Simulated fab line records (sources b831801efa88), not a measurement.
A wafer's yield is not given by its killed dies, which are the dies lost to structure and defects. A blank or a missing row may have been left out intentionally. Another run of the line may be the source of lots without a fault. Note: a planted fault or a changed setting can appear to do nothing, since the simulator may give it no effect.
Chamber matching :: flow sky130 :: cmp-02 running SKY_VIA4_CMP_02: 4 sister chambers
The step polishes SiO2. 8 wafers are shown with their chamber, then 10 later ones without.

== WAFERS PAIRED WITH THEIR CHAMBERS ==
wafer: L141.3
chamber: 1
motorCurrentA (A): 14.5
retainingRingPressureFrac: 0.996

wafer: L141.5
chamber: 1
motorCurrentA (A): 14.5
retainingRingPressureFrac: 1.003

wafer: L142.3
chamber: 0
motorCurrentA (A): 13.8
retainingRingPressureFrac: 0.999

wafer: L148.6
chamber: 2
motorCurrentA (A): 11.2
retainingRingPressureFrac: 1.000

wafer: L149.5
chamber: 3
motorCurrentA (A): 10.9
retainingRingPressureFrac: 1.001

wafer: L149.6
chamber: 0
motorCurrentA (A): 13.5
retainingRingPressureFrac: 0.998

wafer: L151.1
chamber: 2
motorCurrentA (A): 10.8
retainingRingPressureFrac: 0.999

wafer: L151.2
chamber: 3
motorCurrentA (A): 10.2
retainingRingPressureFrac: 0.998

== WAFERS WHOSE CHAMBER IS MISSING ==
wafer: L151.6
motorCurrentA (A): 15.2
retainingRingPressureFrac: 1.001

wafer: L157.2
motorCurrentA (A): 14.5
retainingRingPressureFrac: 1.000

wafer: L157.3
motorCurrentA (A): 10.7
retainingRingPressureFrac: 1.003

wafer: L157.5
motorCurrentA (A): 11.3
retainingRingPressureFrac: 1.005

wafer: L158.2
motorCurrentA (A): 13.7
retainingRingPressureFrac: 0.999

wafer: L158.4
motorCurrentA (A): 11.3
retainingRingPressureFrac: 0.999

wafer: L158.6
motorCurrentA (A): 10.4
retainingRingPressureFrac: 1.001

wafer: L159.1
motorCurrentA (A): 13.9
retainingRingPressureFrac: 0.994

wafer: L159.2
motorCurrentA (A): 11.4
retainingRingPressureFrac: 1.004

wafer: L159.4
motorCurrentA (A): 14.4
retainingRingPressureFrac: 1.001

== WHICH CHAMBER EACH WENT THROUGH ==
wafer: L151.6
from the rows above: 1
in truth: 1

wafer: L157.2
from the rows above: 1
in truth: 1

wafer: L157.3
from the rows above: can't be placed: 3 or 2
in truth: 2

wafer: L157.5
from the rows above: can't be placed: 2 or 3
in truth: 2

wafer: L158.2
from the rows above: 0
in truth: 0

wafer: L158.4
from the rows above: can't be placed: 2 or 3
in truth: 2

wafer: L158.6
from the rows above: can't be placed: 3 or 2
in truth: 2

wafer: L159.1
from the rows above: can't be placed: 0 or 1
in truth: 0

wafer: L159.2
from the rows above: can't be placed: 2 or 3
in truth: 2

wafer: L159.4
from the rows above: can't be placed: 1 or 0
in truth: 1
Correct placement for 3 of the 10. These rows do not allow placing 7 (true chamber among the candidates in 7). Wrongly placed: 0.
How it was worked out, from the rows above alone: a wafer's distance from a chamber is the root of the sum, over the readings, of the square of ((its reading less the chamber's mean) divided by the reading's scatter). If the next closest chamber is less than 2 further off than the closest, the wafer can't be placed; otherwise it belongs to the closest. For every chamber, the mean is computed from those of its wafers that are shown. The scatter: the root of (the sum of the squares of (reading less its chamber's mean) over the shown wafers, divided by (wafers less chambers)).
